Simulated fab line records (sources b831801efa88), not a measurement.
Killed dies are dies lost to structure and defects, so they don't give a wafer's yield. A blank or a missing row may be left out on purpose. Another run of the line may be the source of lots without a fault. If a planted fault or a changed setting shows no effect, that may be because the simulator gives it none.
fab line records -- flow sky130
record: lots: 13, wafers: 39, last-day: 50
route steps=708 shown POLY_GATE@204
lots that met no fault: from a run of the same line without faults
start-h: start of the lot's first displayed wafer, in hours after the record's first day -- wait-h: hours since the lot's step before -- " as in the row above -- L1.1+2: a row that stands for several wafers -- - no value present, or no start provided -- * or withheld: withheld -- < > ~ a bound
route shown NAME@n: NAME is a module with steps in the file, n the number in the route of the first one -- usual: mean/standard deviation of fault-free wafers -- same: alike in all rows -- chamber/n: place in a boat -- sites: readings site by site -- _std_site: standard deviation of those values -- _edge_site: inner sites' mean taken away from outer sites' mean -- radius-mm: how far each site lies from the wafer's centre -- mask NAME#n: copy n -- behind: tool/chamber where the wafer was last shaped -- hold: the reason the lot was held/the length of the hold in hours/how it ended -- device: which transistor (n, p or np) failed to switch -- end of line: tests run on the same wafers once the route is complete -- a step given without rows: its recipe and nothing more -- killed: at the first sort, the dies lost to defects and structure; wafer yield is something else -- map: a wafer's dies, marking killed ones x, the rest . and places with no die _
set.NAME: the run value of the setting; set.NAME@STEP: its run value at that earlier step -- model.NAME: the simulator's own value behind a step, which no gauge read
the route's steps for a sample of lots (tables are steps, rows are wafers)
services: when a tool's chamber went out of use (start-h, in hours from the record's first day, below 0 if earlier), for how many hours, and the reason
== steps ==
step: SKY_POLY_GATE_CVD_00
recipe: material: poly-Si, target-thk-nm: 180, temp-c: 620, time-s: 720, pressure-mtorr: 200
usual: spike-tc-bottom-C: 642.5/1.5, spike-tc-centre-C: 620.5/1.1, spike-tc-lower-C: 619.6/1.1, spike-tc-top-C: 643.2/2, spike-tc-upper-C: 620.7/0.98, susceptor-temp-C: 620.0/0.33, zone-power-upper-pct: 8.7/1.4
same: time-s: 720
lot.wafer,tool,chamber,start-h,wait-h,spike-tc-bottom-C,spike-tc-centre-C,spike-tc-lower-C,spike-tc-top-C,spike-tc-upper-C,susceptor-temp-C,zone-power-upper-pct
L967.1,lpcvd-01,0,330.15,0.0,644.1,620.0,619.8,642.4,621.9,619.4,7.3
L967.2,lpcvd-01,0,330.15,0.0,645.1,622.4,619.9,640.6,620.2,619.5,7.4
L967.4,lpcvd-01,0,330.15,0.0,642.8,620.5,619.5,641.0,620.7,619.5,7.4
L970.2,lpcvd-01,0,357.23,0.0,645.2,622.0,621.6,641.4,621.7,620.0,7.3
L970.3,lpcvd-01,0,357.23,0.0,642.3,619.6,620.2,641.6,620.0,619.9,7.1
L970.5,lpcvd-01,0,357.23,0.0,643.2,620.4,620.4,639.4,621.2,620.2,7.3
L971.2,lpcvd-01,1,364.33,0.0,641.3,621.0,619.2,643.5,619.9,619.7,10.1
L971.5,lpcvd-01,1,364.33,0.0,642.5,619.1,619.9,644.2,621.8,619.8,10.2
L971.6,lpcvd-01,1,364.33,0.0,640.9,620.5,619.2,645.5,620.6,619.8,10.1
L972.2,lpcvd-01,1,372.80,0.0,634.9,613.1,612.2,637.6,612.0,613.0,10.1
L972.3,lpcvd-01,1,372.80,0.0,633.6,611.9,611.2,637.3,614.2,612.4,9.9
L972.5,lpcvd-01,1,372.80,0.0,634.5,611.3,611.9,637.1,613.4,612.7,9.8
L973.3,lpcvd-01,0,372.80,0.0,636.1,613.1,613.1,634.9,612.9,613.1,7.3
L973.4,lpcvd-01,0,372.80,0.0,636.3,611.7,611.6,633.8,615.1,613.2,7.2
L973.6,lpcvd-01,0,372.80,0.0,635.2,613.6,610.7,634.3,613.3,612.9,7.2
L974.4,lpcvd-01,1,385.42,0.0,634.3,614.5,611.0,637.2,614.0,613.0,9.9
L974.5,lpcvd-01,1,385.42,0.0,634.5,612.3,611.7,636.3,613.3,613.1,9.8
L974.6,lpcvd-01,1,385.42,0.0,634.6,612.3,612.2,638.2,613.3,613.1,9.9
L983.3,lpcvd-01,1,458.15,0.0,641.5,621.6,617.8,643.7,620.1,619.6,10.2
L983.4,lpcvd-01,1,458.15,0.0,641.5,621.4,621.0,644.8,620.3,619.9,10.1
L983.5,lpcvd-01,1,458.15,0.0,641.1,618.7,618.6,645.6,619.7,620.1,10.0
L984.3,lpcvd-01,0,473.33,0.0,645.0,621.0,618.5,640.7,622.2,619.9,7.3
L984.4,lpcvd-01,0,473.33,0.0,643.2,619.5,619.9,641.3,620.6,620.2,7.3
L984.5,lpcvd-01,0,473.33,0.0,642.2,620.7,620.5,640.7,619.8,619.4,7.3
L985.1,lpcvd-01,1,473.33,0.0,641.4,619.1,617.6,644.8,619.2,620.4,10.2
L985.5,lpcvd-01,1,473.33,0.0,641.3,617.8,620.0,644.5,620.3,620.1,10.2
L985.6,lpcvd-01,1,473.33,0.0,641.7,622.2,619.7,646.4,619.7,620.1,10.2
L987.1,lpcvd-01,0,489.51,0.0,644.3,620.6,619.2,641.3,619.7,619.9,7.2
L987.4,lpcvd-01,0,489.51,0.0,642.2,620.9,620.0,641.7,621.1,620.3,7.3
L987.6,lpcvd-01,0,489.51,0.0,644.1,620.4,618.7,639.6,621.1,619.8,7.3
L986.1,lpcvd-01,0,490.87,0.0,644.9,619.7,618.8,642.6,620.2,619.7,7.4
L986.2,lpcvd-01,0,490.87,0.0,642.8,620.9,618.6,641.4,621.7,619.9,7.4
L986.5,lpcvd-01,0,490.87,0.0,643.4,621.4,621.2,640.6,620.6,620.4,7.3
L988.2,lpcvd-01,0,499.93,0.0,642.5,620.2,619.6,639.6,621.5,620.2,7.4
L988.4,lpcvd-01,0,499.93,0.0,642.5,623.3,622.1,642.1,621.3,620.5,7.4
L988.5,lpcvd-01,0,499.93,0.0,641.2,622.2,619.6,639.9,621.6,620.3,7.5
L989.4,lpcvd-01,1,510.66,0.0,640.3,619.8,619.9,646.4,621.0,619.8,10.1
L989.5,lpcvd-01,1,510.66,0.0,641.5,620.5,619.5,646.2,621.3,620.0,10.0
L989.6,lpcvd-01,1,510.66,0.0,642.5,619.2,618.9,644.1,620.5,619.6,10.0
step: SKY_POLY_GATE_THK_MEAS_01
recipe: reads: poly-Si_of_POLY_GATE_CVD_00
usual: POLY_GATE_CVD_00_THK: 180.1/1.9
lot.wafer,tool,chamber,start-h,wait-h,POLY_GATE_CVD_00_THK[nm]
L967.1,film-metro-02,-,331.35,0.0,177.6
L967.2,film-metro-02,-,331.35,0.0,178.3
L967.4,film-metro-02,-,331.35,0.0,177.0
L970.2,film-metro-02,-,358.44,0.0,177.6
L970.3,film-metro-02,-,358.44,0.0,179.2
L970.5,film-metro-02,-,358.44,0.0,179.9
L971.2,film-metro-01,-,365.54,0.0,181.1
L971.5,film-metro-01,-,365.54,0.0,180.9
L971.6,film-metro-01,-,365.54,0.0,181.8
L972.2,film-metro-01,-,374.01,0.0,154.5
L972.3,film-metro-01,-,374.01,0.0,153.3
L972.5,film-metro-01,-,374.01,0.0,154.4
L973.3,film-metro-02,-,374.02,0.0,152.2
L973.4,film-metro-02,-,374.02,0.0,153.2
L973.6,film-metro-02,-,374.02,0.0,153.3
L974.4,film-metro-04,-,386.65,0.0,153.9
L974.5,film-metro-04,-,386.65,0.0,154.1
L974.6,film-metro-04,-,386.65,0.0,154.4
L983.3,film-metro-02,-,459.37,0.0,180.6
L983.4,film-metro-02,-,459.37,0.0,181.5
L983.5,film-metro-02,-,459.37,0.0,179.6
L985.1,film-metro-04,-,474.53,0.0,182.9
L985.5,film-metro-04,-,474.53,0.0,181.9
L985.6,film-metro-04,-,474.53,0.0,181.6
L984.3,film-metro-01,-,474.55,0.0,180.5
L984.4,film-metro-01,-,474.55,0.0,181.2
L984.5,film-metro-01,-,474.55,0.0,180.2
L987.1,film-metro-04,-,490.71,0.0,181.3
L987.4,film-metro-04,-,490.71,0.0,180.8
L987.6,film-metro-04,-,490.71,0.0,181.2
L986.1,film-metro-01,-,492.07,0.0,181.6
L986.2,film-metro-01,-,492.07,0.0,182.8
L986.5,film-metro-01,-,492.07,0.0,182.9
L988.2,film-metro-01,-,501.14,0.0,179.4
L988.4,film-metro-01,-,501.14,0.0,180.5
L988.5,film-metro-01,-,501.14,0.0,180.4
L989.4,film-metro-04,-,511.89,0.0,181.2
L989.5,film-metro-04,-,511.89,0.0,183.0
L989.6,film-metro-04,-,511.89,0.0,181.1
step: SKY_POLY_GATE_ETCH_17
recipe: target-depth-nm: 180, stop-on: SiO2, over-etch-frac: 0.56667, chemistry: HBr/Cl2, target: poly-Si, icp-w: 400, bias-w: 100, pressure-mtorr: 10, HBr_flow_sccm: 150, Cl2_flow_sccm: 50, time-s: 70.5
usual: drypump-motor-current-A: 5.5/0.37, mfc-cl2-sccm: 50.00/0.16, oes-product-au: 0.985/0.0077, throttle-valve-pct: 33.685/0.0092
same: time-s: 70.5
lot.wafer,tool,chamber,start-h,wait-h,drypump-motor-current-A,mfc-cl2-sccm,oes-product-au,rf-hours-counter-h,throttle-valve-pct
L967.1,rie-si-01,2,387.54,0.0,6.0,50.08,0.978,1,33.702
L967.2,rie-si-01,0,387.54,0.0,4.9,50.37,0.977,0,33.689
L967.4,rie-si-01,3,387.54,0.0,5.3,50.15,0.981,4,33.704
L970.2,rie-si-01,2,416.06,0.0,5.9,50.00,0.977,1,33.692
L970.3,rie-si-01,3,416.06,0.0,5.3,49.87,0.986,4,33.688
L970.5,rie-si-01,2,416.06,0.0,5.9,49.83,0.988,-,33.702
L971.2,rie-si-02,0,423.54,0.0,5.6,50.13,0.994,28,33.690
L971.5,rie-si-02,2,423.54,0.0,5.6,49.95,0.996,-,33.685
L971.6,rie-si-02,3,423.54,0.0,6.0,49.91,0.975,-,33.676
L973.3,rie-si-01,2,435.17,0.0,5.9,49.84,0.882,1,33.686
L973.4,rie-si-01,1,435.17,0.0,5.7,49.87,0.884,29,33.686
L973.6,rie-si-01,2,435.17,0.0,5.9,49.94,0.886,-,33.693
L972.2,rie-si-02,2,435.19,0.0,5.6,50.18,0.898,3,33.689
L972.3,rie-si-02,1,435.19,0.0,5.0,50.08,0.886,0,33.703
L972.5,rie-si-02,2,435.19,0.0,5.6,49.93,0.886,-,33.683
L974.4,rie-si-01,1,448.16,0.0,5.7,49.93,0.891,29,33.707
L974.5,rie-si-01,3,448.16,0.0,5.3,50.11,0.890,-,33.690
L974.6,rie-si-01,2,448.16,0.0,5.9,50.17,0.892,-,33.693
L983.3,rie-si-01,3,519.81,0.0,5.3,50.06,0.986,5,33.686
L983.4,rie-si-01,0,519.81,0.0,5.0,49.97,0.983,1,33.694
L983.5,rie-si-01,0,519.81,0.0,4.9,49.95,0.982,-,33.675
L984.3,rie-si-02,0,536.33,0.0,5.6,50.13,0.992,29,33.681
L984.4,rie-si-02,1,536.33,0.0,5.0,50.05,0.981,1,33.691
L984.5,rie-si-02,1,536.33,0.0,5.0,50.03,0.990,-,33.687
L985.1,rie-si-01,3,537.88,0.0,5.3,50.18,0.986,5,33.684
L985.5,rie-si-01,0,537.88,0.0,4.9,50.15,0.980,-,33.694
L985.6,rie-si-01,3,537.88,0.0,5.3,49.87,0.982,-,33.679
L987.1,rie-si-02,3,552.91,0.0,6.0,49.73,0.987,39,33.692
L987.4,rie-si-02,0,552.91,0.0,5.6,49.85,0.992,29,33.690
L987.6,rie-si-02,0,552.91,0.0,5.6,49.85,0.996,-,33.683
L986.1,rie-si-01,1,554.76,0.0,5.8,49.95,0.983,30,33.692
L986.2,rie-si-01,0,554.76,0.0,4.9,49.80,0.976,1,33.669
L986.5,rie-si-01,0,554.76,0.0,4.9,49.93,0.988,-,33.681
L988.2,rie-si-02,3,565.11,0.0,6.0,50.21,0.983,39,33.688
L988.4,rie-si-02,1,565.11,0.0,5.0,49.90,0.986,1,33.695
L988.5,rie-si-02,1,565.11,0.0,5.0,50.13,0.982,-,33.686
L989.4,rie-si-01,3,573.31,0.0,5.3,50.10,0.987,5,33.686
L989.5,rie-si-01,3,573.31,0.0,5.3,50.18,0.994,-,33.676
L989.6,rie-si-01,0,573.31,0.0,5.0,49.94,0.985,-,33.691
== services ==
tool,chamber,start-h,hours,kind
rie-si-01,0,321.05,-,clean
rie-si-01,0,321.05,15.7,scheduled-down
rie-si-01,0,321.05,15.7,vent-cycle
lpcvd-01,-,358.45,0.8,pm
rie-si-02,1,368.26,-,clean
rie-si-02,1,368.26,21.1,scheduled-down
rie-si-02,1,368.26,21.1,vent-cycle
lpcvd-01,-,395.77,1.5,repair
rie-si-02,1,489.73,4.4,repair
rie-si-01,3,521.55,5.2,repair
rie-si-02,0,537.10,2.0,repair
lpcvd-01,-,543.55,2.8,pm
rie-si-02,3,569.03,-,clean
rie-si-02,3,569.03,18.2,scheduled-down
rie-si-02,3,569.03,18.2,vent-cycle
== key ==
first-sign: step: SKY_POLY_GATE_CVD_00, reading: susceptor-temp-C, direction: down, sigmas: 22, usual: *, struck: *
effect: step: SKY_POLY_GATE_CVD_00, reading: spike-tc-upper-C, direction: down, sigmas: 7.4, usual: 620.7, struck: 613.5
effect: step: SKY_POLY_GATE_THK_MEAS_01, reading: POLY_GATE_CVD_00_THK, direction: down, sigmas: 14, usual: 180.1, struck: 153.7
effect: step: SKY_POLY_GATE_ETCH_17, reading: oes-product-au, direction: down, sigmas: 12, usual: 0.985, struck: 0.888
met-at SKY_POLY_GATE_CVD_00
struck-lots L972,L973,L974
tester-left-out L972,L973,L974
onset-between 364.33 372.80
fault: kind: process-parameter-drift, tool: lpcvd-01, chamber: -, onset-h: 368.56, steps: SKY_POLY_GATE_CVD_00, channel: temp-c, offset: *, shape: step, end-h: 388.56, stated: *
tester-left-out: of these lots the tester's yield and bins aren't shown, on N5 and GAA mostly nor the transistor test; their killed dies are dies lost to structure and defects alone, not to doping, threshold or leakage, so they don't give the yield
